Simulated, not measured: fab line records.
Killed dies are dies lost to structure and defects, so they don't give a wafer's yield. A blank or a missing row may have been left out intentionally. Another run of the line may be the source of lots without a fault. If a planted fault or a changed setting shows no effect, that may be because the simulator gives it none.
Matching of chambers / flow sky130 / 3 sister chambers for SKY_CAP2M_CVD_00 on pecvd-01
The step deposits SiO2, target thk 15.5 nm. 6 wafers are shown with their chamber, then 11 later ones without.

WAFERS WITH THEIR CHAMBER
wafer=L088.3; chamber=1; heater power w (W)=642; susceptor temp C (C)=400.41
wafer=L088.5; chamber=1; heater power w (W)=648; susceptor temp C (C)=400.59
wafer=L089.6; chamber=0; heater power w (W)=642; susceptor temp C (C)=399.82
wafer=L093.3; chamber=2; heater power w (W)=837; susceptor temp C (C)=399.94
wafer=L093.5; chamber=0; heater power w (W)=785; susceptor temp C (C)=399.92
wafer=L094.3; chamber=2; heater power w (W)=825; susceptor temp C (C)=399.65

WAFERS WITH NO CHAMBER GIVEN
wafer=L094.5; heater power w (W)=678; susceptor temp C (C)=400.04
wafer=L094.6; heater power w (W)=717; susceptor temp C (C)=400.05
wafer=L095.1; heater power w (W)=712; susceptor temp C (C)=399.66
wafer=L095.2; heater power w (W)=795; susceptor temp C (C)=400.11
wafer=L095.6; heater power w (W)=771; susceptor temp C (C)=400.49
wafer=L096.1; heater power w (W)=782; susceptor temp C (C)=400.21
wafer=L096.3; heater power w (W)=826; susceptor temp C (C)=400.06
wafer=L096.5; heater power w (W)=803; susceptor temp C (C)=400.05
wafer=L097.2; heater power w (W)=738; susceptor temp C (C)=399.73
wafer=L097.3; heater power w (W)=730; susceptor temp C (C)=400.03
wafer=L097.5; heater power w (W)=762; susceptor temp C (C)=400.09

WHICH CHAMBER EACH WENT THROUGH
wafer=L094.5; from the rows above=can't be placed: 0 or 2 or 1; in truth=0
wafer=L094.6; from the rows above=can't be placed: 0 or 2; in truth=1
wafer=L095.1; from the rows above=can't be placed: 0 or 2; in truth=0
wafer=L095.2; from the rows above=can't be placed: 0 or 2 or 1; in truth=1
wafer=L095.6; from the rows above=1; in truth=1
wafer=L096.1; from the rows above=can't be placed: 0 or 2 or 1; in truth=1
wafer=L096.3; from the rows above=can't be placed: 2 or 0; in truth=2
wafer=L096.5; from the rows above=can't be placed: 2 or 0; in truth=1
wafer=L097.2; from the rows above=can't be placed: 0 or 2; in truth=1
wafer=L097.3; from the rows above=can't be placed: 0 or 2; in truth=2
wafer=L097.5; from the rows above=can't be placed: 0 or 2 or 1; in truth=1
1 of 11 placed correctly. Unplaceable from these rows: 10, with the true chamber sitting among the candidates in 7. Number placed wrongly: 0.
How it was worked out, from the rows above alone: a wafer's distance from a chamber is the root of the sum, over the readings, of the square of ((its reading less the chamber's mean) divided by the reading's scatter). If the next closest chamber is less than 2 further off than the closest, the wafer can't be placed; otherwise it belongs to the closest. A chamber's mean is the mean of its shown wafers. The scatter: take each reading less its chamber's mean, square it, sum over the shown wafers, divide by the number of wafers less the number of chambers, and take the root.
